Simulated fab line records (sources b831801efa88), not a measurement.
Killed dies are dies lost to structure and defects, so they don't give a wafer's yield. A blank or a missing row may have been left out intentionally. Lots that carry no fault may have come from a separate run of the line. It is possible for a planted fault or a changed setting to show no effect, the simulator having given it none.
fab line records -- flow sky130
record: lots: 11, wafers: 33, lastDay: 50
route steps=708 shown SPACER@304 SD_N@350 LI_CONTACT@386 CONTACT@407 PAD_OPEN@708
lots that met no fault: taken from a fault-free run of the same line
startH: hours from the record's first day to the start of the lot's first wafer shown -- waitH: time in hours since the lot's previous step -- " as in the row above -- L1.1+2: one row covering several wafers at once -- - either no value or no given start -- * or withheld: withheld -- < > ~ a bound
route shown NAME@n: NAME is a module with steps in the file, n the number in the route of the first one -- usual: the fault-free wafers' mean and standard deviation -- same: alike in all rows -- chamber/n: place in a boat -- sites: per-site readings -- _std_site: how widely they spread, as a standard deviation -- _edge_site: outer sites' mean less inner sites' -- radiusMm: how far each site lies from the wafer's centre -- mask NAME#n: copy n -- behind: tool/chamber where the wafer was last shaped -- hold: why the lot went on hold/how many hours it stayed there/how the hold came to an end -- device: names the non-switching transistor (n, p or np) -- end of line: the same wafers' tests at the end of the route -- a step with no rows: only its recipe -- killed: not the wafer's yield, but the dies lost to structure and defects at the first sort -- map: a wafer's dies, marking killed ones x, the rest . and places with no die _
set.NAME: setting as actually run; set.NAME@STEP: the setting as run at that earlier step -- model.NAME: the simulator's own value behind a step, which no gauge read
steps of the route over a sample of lots; a table a step, a row a wafer
services: a tool's chamber out of use, with start hour (startH, from the record's first day; less than 0 if before it), hours out, and reason
== steps ==
step: SKY_SPACER_CVD_00
recipe: material: Si3N4, precursor: DCS/NH3, targetThkNm: 43.1, tempC: 770, timeS: 740, pressureMtorr: 250
lot.wafer,tool,chamber,startH,waitH
L583.1+5+6,lpcvd-02,0,523.24,0.0
L587.2+3+5,lpcvd-02,0,550.62,0.1
L586.1+4+6,lpcvd-02,0,551.83,0.8
L588.2+3+5,lpcvd-02,0,566.76,0.0
L589.1+2+6,lpcvd-02,0,579.44,0.0
L592.1+2+4,lpcvd-02,0,602.94,1.5
L595.2+3+5,lpcvd-02,1,628.13,0.0
L596.1+4+5,lpcvd-02,1,635.39,0.0
L597.2+4+5,lpcvd-02,0,649.76,0.0
L605.3+4+5,lpcvd-02,0,706.53,0.0
L606.1+2+6,lpcvd-02,1,709.76,0.0
step: SKY_SPACER_THK_MEAS_01
recipe: reads: Si3N4_of_SPACER_CVD_00
usual: SPACER_CVD_00_THK: 43.4/0.44
lot.wafer,tool,chamber,startH,waitH,hold,SPACER_CVD_00_THK[nm]
L583.1,filmMetro-03,-,524.44,0.0,-,43.6
L583.5,filmMetro-03,-,524.44,0.0,-,43.8
L583.6,filmMetro-03,-,524.44,0.0,-,43.2
L587.2,filmMetro-03,-,551.84,0.0,-,43.1
L587.3,filmMetro-03,-,551.84,0.0,-,42.6
L587.5,filmMetro-03,-,551.84,0.0,-,43.3
L586.1,filmMetro-02,-,553.03,0.0,-,43.7
L586.4,filmMetro-02,-,553.03,0.0,-,43.2
L586.6,filmMetro-02,-,553.03,0.0,-,43.6
L588.2,filmMetro-01,-,567.97,0.0,-,43.1
L588.3,filmMetro-01,-,567.97,0.0,-,42.8
L588.5,filmMetro-01,-,567.97,0.0,-,42.7
L589.1,filmMetro-03,-,580.65,0.0,-,43.3
L589.2,filmMetro-03,-,580.65,0.0,-,43.9
L589.6,filmMetro-03,-,580.65,0.0,-,43.5
L592.1,filmMetro-03,-,604.14,0.0,-,43.2
L592.2,filmMetro-03,-,604.14,0.0,-,43.1
L592.4,filmMetro-03,-,604.14,0.0,-,43.1
L595.2,filmMetro-02,-,629.35,0.0,awaitDispo/0.2h/release,25.7
L595.3,filmMetro-02,-,629.35,0.0,awaitDispo/0.2h/release,25.6
L595.5,filmMetro-02,-,629.35,0.0,awaitDispo/0.2h/release,25.5
L595.2,filmMetro-02,-,629.58,0.2,-,25.7
L595.3,filmMetro-02,-,629.58,0.2,-,25.6
L595.5,filmMetro-02,-,629.58,0.2,-,25.5
L596.1,filmMetro-03,-,636.59,0.0,awaitDispo/0.2h/release,25.9
L596.4,filmMetro-03,-,636.59,0.0,awaitDispo/0.2h/release,26.8
L596.5,filmMetro-03,-,636.59,0.0,awaitDispo/0.2h/release,26.4
L596.1,filmMetro-03,-,636.82,0.2,-,25.9
L596.4,filmMetro-03,-,636.82,0.2,-,26.8
L596.5,filmMetro-03,-,636.82,0.2,-,26.5
L597.2,filmMetro-01,-,650.97,0.0,awaitDispo/0.2h/release,26.9
L597.4,filmMetro-01,-,650.97,0.0,awaitDispo/0.2h/release,27.3
L597.5,filmMetro-01,-,650.97,0.0,awaitDispo/0.2h/release,27.2
L597.2,filmMetro-01,-,651.20,0.2,-,26.9
L597.4,filmMetro-01,-,651.20,0.2,-,27.3
L597.5,filmMetro-01,-,651.20,0.2,-,27.1
L605.3,filmMetro-03,-,707.76,0.0,-,43.1
L605.4,filmMetro-03,-,707.76,0.0,-,43.2
L605.5,filmMetro-03,-,707.76,0.0,-,43.2
L606.1,filmMetro-03,-,710.96,0.0,-,43.7
L606.2,filmMetro-03,-,710.96,0.0,-,43.3
L606.6,filmMetro-03,-,710.96,0.0,-,43.5
step: SKY_SPACER_ETCHBACK_02
recipe: chemistry: CH3F/O2, target: Si3N4, stopOn: SiO2, sourceW: 400, biasW: 80, pressureMtorr: 25, ch3fFlowSccm: 40, O2_flow_sccm: 30, timeS: 46.7, targetDepthA: 450
usual: ch3fFlowSccm: 40.02/0.12, drypumpMotorCurrentA: 5.9/0.43, oesProductAu: 0.858/0.0068, throttleValvePct: 10.563/0.0089
lot.wafer,tool,chamber,startH,waitH,hold,ch3fFlowSccm,drypumpMotorCurrentA,oesProductAu,rfHoursCounterH,throttleValvePct
L583.1,rieDiel-03,2,524.50,0.1,-,40.13,6.0,0.856,33,10.558
L583.5,rieDiel-03,1,524.50,0.1,-,39.96,5.6,0.858,-,10.550
L583.6,rieDiel-03,2,524.50,0.1,-,40.16,6.0,0.857,-,10.561
L587.2,rieDiel-04,0,551.89,0.0,-,40.02,6.0,0.847,9,10.562
L587.3,rieDiel-04,1,551.89,0.0,-,40.15,6.3,0.853,64,10.571
L587.5,rieDiel-04,1,551.89,0.0,-,40.23,6.3,0.857,-,10.562
L586.1,rieDiel-03,3,553.09,0.1,-,39.83,5.1,0.861,77,10.563
L586.4,rieDiel-03,2,553.09,0.1,-,39.96,6.0,0.859,34,10.563
L586.6,rieDiel-03,2,553.09,0.1,-,40.16,6.0,0.863,-,10.564
L588.2,rieDiel-04,2,568.02,0.0,-,40.11,5.6,0.858,0,10.560
L588.3,rieDiel-04,0,568.02,0.0,-,39.92,6.0,0.846,10,10.565
L588.5,rieDiel-04,1,568.02,0.0,-,40.00,6.2,0.850,-,10.563
L589.1,rieDiel-02,0,580.71,0.1,-,40.12,6.1,0.849,32,10.574
L589.2,rieDiel-02,3,580.71,0.1,-,39.87,6.3,0.861,18,10.566
L589.6,rieDiel-02,1,580.71,0.1,-,39.99,5.9,0.854,-,10.571
L592.1,rieDiel-03,2,604.20,0.1,-,40.18,6.0,0.852,35,10.560
L592.2,rieDiel-03,1,604.20,0.1,-,39.98,5.6,0.855,9,10.545
L592.4,rieDiel-03,1,604.20,0.1,-,40.11,5.6,0.852,-,10.563
L595.2,rieDiel-03,2,631.13,1.5,awaitDispo/1.5h/release,40.02,6.0,0.660,35,10.528
L595.3,rieDiel-03,3,631.13,1.5,awaitDispo/1.5h/release,40.14,5.0,0.654,0,10.536
L595.5,rieDiel-03,0,631.13,1.5,awaitDispo/1.5h/release,40.08,5.3,0.657,-,10.533
L596.1,rieDiel-02,1,640.55,3.7,awaitDispo/3.7h/release,40.10,5.9,0.666,10,10.535
L596.4,rieDiel-02,2,640.55,3.7,awaitDispo/3.7h/release,39.94,6.7,0.668,11,10.527
L596.5,rieDiel-02,2,640.55,3.7,awaitDispo/3.7h/release,40.01,6.7,0.669,-,10.518
L597.2,rieDiel-02,3,653.71,2.5,awaitDispo/2.5h/release,39.94,6.3,0.670,20,10.557
L597.4,rieDiel-02,0,653.71,2.5,awaitDispo/2.5h/release,40.04,6.1,0.680,34,10.541
L597.5,rieDiel-02,3,653.71,2.5,awaitDispo/2.5h/release,39.91,6.3,0.684,-,10.561
L605.3,rieDiel-04,1,707.80,0.0,-,39.83,6.3,0.848,1,10.561
L605.4,rieDiel-04,0,707.80,0.0,-,40.32,6.0,0.866,13,10.550
L605.5,rieDiel-04,3,707.80,0.0,-,39.92,5.9,0.857,-,10.556
L606.1,rieDiel-03,1,711.02,0.1,-,40.19,5.6,0.869,11,10.564
L606.2,rieDiel-03,0,711.02,0.1,-,40.20,5.3,0.858,7,10.558
L606.6,rieDiel-03,2,711.02,0.1,-,40.37,6.0,0.856,-,10.542
step: SKY_SD_N_OVL_MEAS_08
usual: SD_N_OVL: 0.9/1.3
lot.wafer,tool,chamber,startH,waitH,SD_N_OVL[nm]
L583.1,overlay-01,-,641.61,0.1,2.1
L583.5,overlay-01,-,641.61,0.1,0.4
L583.6,overlay-01,-,641.61,0.1,3.6
L587.2,overlay-01,-,668.84,0.1,2.3
L587.3,overlay-01,-,668.84,0.1,0.5
L587.5,overlay-01,-,668.84,0.1,2.7
L586.1,overlay-02,-,669.97,0.1,-0.1
L586.4,overlay-02,-,669.97,0.1,0.8
L586.6,overlay-02,-,669.97,0.1,0.4
L588.2,overlay-01,-,682.56,0.1,0.2
L588.3,overlay-01,-,682.56,0.1,0.8
L588.5,overlay-01,-,682.56,0.1,0.4
L589.1,overlay-01,-,695.87,0.1,0.7
L589.2,overlay-01,-,695.87,0.1,2.8
L589.6,overlay-01,-,695.87,0.1,3.2
L592.1,overlay-01,-,716.92,0.1,-0.8
L592.2,overlay-01,-,716.92,0.1,-0.6
L592.4,overlay-01,-,716.92,0.1,-0.8
L595.2,overlay-01,-,739.39,0.1,1.5
L595.3,overlay-01,-,739.39,0.1,2.3
L595.5,overlay-01,-,739.39,0.1,-1.7
L596.1,overlay-02,-,748.78,0.1,1.9
L596.4,overlay-02,-,748.78,0.1,0.7
L596.5,overlay-02,-,748.78,0.1,1.5
L597.2,overlay-02,-,762.63,0.1,0.7
L597.4,overlay-02,-,762.63,0.1,1.4
L597.5,overlay-02,-,762.63,0.1,1.9
L605.3,overlay-01,-,815.12,0.1,-1.9
L605.4,overlay-01,-,815.12,0.1,-0.3
L605.5,overlay-01,-,815.12,0.1,0.6
L606.1,overlay-01,-,817.77,0.1,0.3
L606.2,overlay-01,-,817.77,0.1,3.1
L606.6,overlay-01,-,817.77,0.1,-0.2
step: SKY_LI_CONTACT_CMP_24
recipe: stopOn: PSG, tOverpolishS: 20, downForcePsi: 3.5, platenRpm: 60, targetThkNm: 0, padVelocityMS: 0.94248
usual: motorCurrentA: 11.7/1.2, overpolishRunS: 19.998/0.0093, platenRpm: 60.00/0.04, slurryFlowMlMin: 150.0/0.44, timeToEndpointS: 97/3
lot.wafer,tool,chamber,startH,waitH,motorCurrentA,overpolishRunS,platenRpm,slurryFlowMlMin,timeToEndpointS
L583.1,cmp-02,3,672.75,0.1,12.4,19.986,60.04,149.9,99
L583.6,cmp-02,2,672.75,0.1,13.4,20.002,59.96,149.8,92
L583.5,cmp-02,3,672.75,0.1,12.1,19.994,59.96,150.2,94
L587.3,cmp-02,0,699.31,0.0,11.2,19.985,59.90,151.0,95
L587.2,cmp-02,3,699.31,0.0,11.9,20.008,60.07,149.4,97
L587.5,cmp-02,1,699.31,0.0,12.7,19.983,59.96,149.5,95
L586.4,cmp-01,0,700.84,0.1,10.5,19.991,60.03,149.7,98
L586.1,cmp-01,1,700.84,0.1,11.2,19.993,60.03,150.6,95
L586.6,cmp-01,3,700.84,0.1,10.7,19.993,59.99,149.6,103
L588.3,cmp-01,1,712.33,0.0,11.8,20.003,60.04,149.5,96
L588.2,cmp-01,2,712.33,0.0,10.2,19.992,60.00,149.1,99
L588.5,cmp-01,1,712.33,0.0,11.5,19.993,60.01,149.5,96
L589.1,cmp-02,0,725.42,0.1,11.6,20.004,60.03,149.3,97
L589.2,cmp-02,2,725.42,0.1,14.0,19.991,60.10,149.7,92
L589.6,cmp-02,3,725.42,0.1,12.0,20.015,59.99,149.7,95
L592.4,cmp-02,0,746.13,0.0,12.6,20.001,60.00,149.9,95
L592.2,cmp-02,2,746.13,0.0,12.8,20.012,60.05,150.5,93
L592.1,cmp-02,3,746.13,0.0,11.9,19.998,60.02,149.9,94
L595.3,cmp-01,1,769.45,0.1,12.1,19.999,59.95,150.0,94
L595.2,cmp-01,3,769.45,0.1,10.4,20.007,59.99,150.2,105
L595.5,cmp-01,0,769.45,0.1,10.1,19.992,59.96,150.7,96
L596.4,cmp-02,3,778.06,0.0,11.7,20.010,60.01,149.3,97
L596.1,cmp-02,0,778.06,0.0,12.0,19.995,60.01,149.4,93
L596.5,cmp-02,0,778.06,0.0,11.3,20.001,60.02,150.2,95
L597.2,cmp-02,2,790.81,0.1,13.5,19.992,59.99,149.8,97
L597.4,cmp-02,0,790.81,0.1,10.8,20.017,60.00,150.1,94
L597.5,cmp-02,1,790.81,0.1,12.5,19.983,60.01,149.1,101
L605.4,cmp-02,2,844.14,0.1,13.9,19.988,59.98,149.5,99
L605.3,cmp-02,3,844.14,0.1,12.1,19.980,59.97,149.8,99
L605.5,cmp-02,2,844.14,0.1,13.7,20.016,59.95,150.4,98
L606.1,cmp-01,2,846.81,0.1,10.6,20.006,59.96,150.5,97
L606.2,cmp-01,1,846.81,0.1,12.3,20.002,59.97,150.2,99
L606.6,cmp-01,3,846.81,0.1,9.6,19.988,60.05,150.3,97
step: SKY_CONTACT_THK_MEAS_01
recipe: reads: Si3N4_of_CONTACT_CVD_00
usual: CONTACT_CVD_00_THK: 75.3/1
lot.wafer,tool,chamber,startH,waitH,CONTACT_CVD_00_THK[nm]
L583.1,filmMetro-02,-,701.36,-,75.4
L583.5,filmMetro-02,-,701.36,-,76.4
L583.6,filmMetro-02,-,701.36,-,77.1
L587.2,filmMetro-02,-,729.05,-,73.5
L587.3,filmMetro-02,-,729.05,-,74.6
L587.5,filmMetro-02,-,729.05,-,74.8
L586.1,filmMetro-04,-,729.70,-,74.1
L586.4,filmMetro-04,-,729.70,-,75.7
L586.6,filmMetro-04,-,729.70,-,75.1
L588.2,filmMetro-03,-,741.09,-,73.8
L588.3,filmMetro-03,-,741.09,-,74.6
L588.5,filmMetro-03,-,741.09,-,75.6
L589.1,filmMetro-04,-,753.07,-,76.7
L589.2,filmMetro-04,-,753.07,-,76.5
L589.6,filmMetro-04,-,753.07,-,76.6
L592.1,filmMetro-02,-,775.31,-,75.1
L592.2,filmMetro-02,-,775.31,-,74.7
L592.4,filmMetro-02,-,775.31,-,75.5
L595.2,filmMetro-03,-,796.87,-,74.4
L595.3,filmMetro-03,-,796.87,-,75.1
L595.5,filmMetro-03,-,796.87,-,75.7
L596.1,filmMetro-03,-,805.94,-,75.5
L596.4,filmMetro-03,-,805.94,-,77.5
L596.5,filmMetro-03,-,805.94,-,76.0
L597.2,filmMetro-02,-,818.74,-,74.4
L597.4,filmMetro-02,-,818.74,-,76.3
L597.5,filmMetro-02,-,818.74,-,75.8
L605.3,filmMetro-02,-,872.07,-,76.1
L605.4,filmMetro-02,-,872.07,-,76.4
L605.5,filmMetro-02,-,872.07,-,76.2
L606.1,filmMetro-04,-,874.23,-,74.3
L606.2,filmMetro-04,-,874.23,-,74.3
L606.6,filmMetro-04,-,874.23,-,74.9
step: SKY_PAD_OPEN_PROBE_99
usual: killed_at_M0_to_M3: 43/6.8, killed_at_M4_up: 3.2/1.8, killedAtContacts: 24/5.2, killedAtFrontEnd: 15/4.2, killedAtOther: 0.4/0.62, killedDies: 85/8.7, killedOpen: 46/6.7, killedShort: 39/5.9
same: grossDies: 492, killedAtBackSide: 0
lot.wafer,tool,chamber,startH,waitH,killed_at_M0_to_M3,killed_at_M4_up,killedAtContacts,killedAtFrontEnd,killedAtOther,killedDies,killedOpen,killedShort
L596.1,prober-01,-,1147.32,0.1,33,1,22,15,0,71,41,30
killed by level:class
L596.1 VIA1:geometricParticle:open=7 VIA2:geometricParticle:open=7 LI_CONTACT:geometricParticle:open=6 LOCAL_INTERCONNECT:geometricParticle:short=6 CONTACT:geometricParticle:open=6 METAL1:geometricParticle:short=5 VIA3:geometricParticle:open=5 FIELD_ISO:geometricParticle:open=4
== services ==
tool,chamber,startH,hours,kind
rieDiel-03,0,506.26,2.7,repair
cmp-02,-,527.81,4.2,repair
rieDiel-03,-,533.40,0.4,repair
rieDiel-03,3,533.64,10.6,repair
cmp-02,-,539.95,1.3,repair
cmp-02,-,572.26,4.0,pm
cmp-02,-,576.26,4.4,pm
rieDiel-03,3,577.44,7.4,repair
cmp-02,-,581.42,0.9,repair
rieDiel-03,2,599.85,1.9,repair
cmp-02,-,602.75,6.6,pm
cmp-02,-,642.83,1.9,repair
rieDiel-03,-,661.51,2.8,pm
rieDiel-03,-,670.20,2.0,repair
rieDiel-03,-,670.23,0.6,repair
lpcvd-02,-,682.47,4.8,repair
rieDiel-03,0,689.35,6.7,repair
rieDiel-03,3,694.04,31.4,repair
rieDiel-03,1,736.12,4.1,repair
rieDiel-03,3,737.14,10.1,repair
cmp-02,-,781.79,1.9,repair
cmp-02,-,792.16,1.1,repair
cmp-02,-,828.03,1.5,repair
cmp-02,-,830.16,1.5,repair
== key ==
firstSign: step: SKY_SPACER_THK_MEAS_01, reading: visit, direction: added
effect: step: SKY_SPACER_THK_MEAS_01, reading: SPACER_CVD_00_THK, direction: down, sigmas: 39, usual: 43.4, struck: 26.4
effect: step: SKY_SPACER_ETCHBACK_02, reading: oesProductAu, direction: down, sigmas: 28, usual: 0.858, struck: 0.668
metAt SKY_SPACER_CVD_00
struckLots L595,L596,L597
testerLeftOut L595,L596,L597
notActingAt SKY_SD_N_OVL_MEAS_08,SKY_LI_CONTACT_CMP_24,SKY_CONTACT_THK_MEAS_01
onsetBetween 602.94 628.13
fault: kind: processParameterDrift, tool: lpcvd-02, chamber: -, onsetH: 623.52, steps: SKY_SPACER_CVD_00, channel: targetThkNm, offset: -16.818, shape: step, endH: 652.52, actsIn: theseRecipesOnly, stated: 43.1
testerLeftOut: of these lots the tester's yield and bins aren't shown, on N5 and GAA mostly nor the transistor test; their killed dies are dies lost to structure and defects alone, not to doping, threshold or leakage, so they don't give the yield
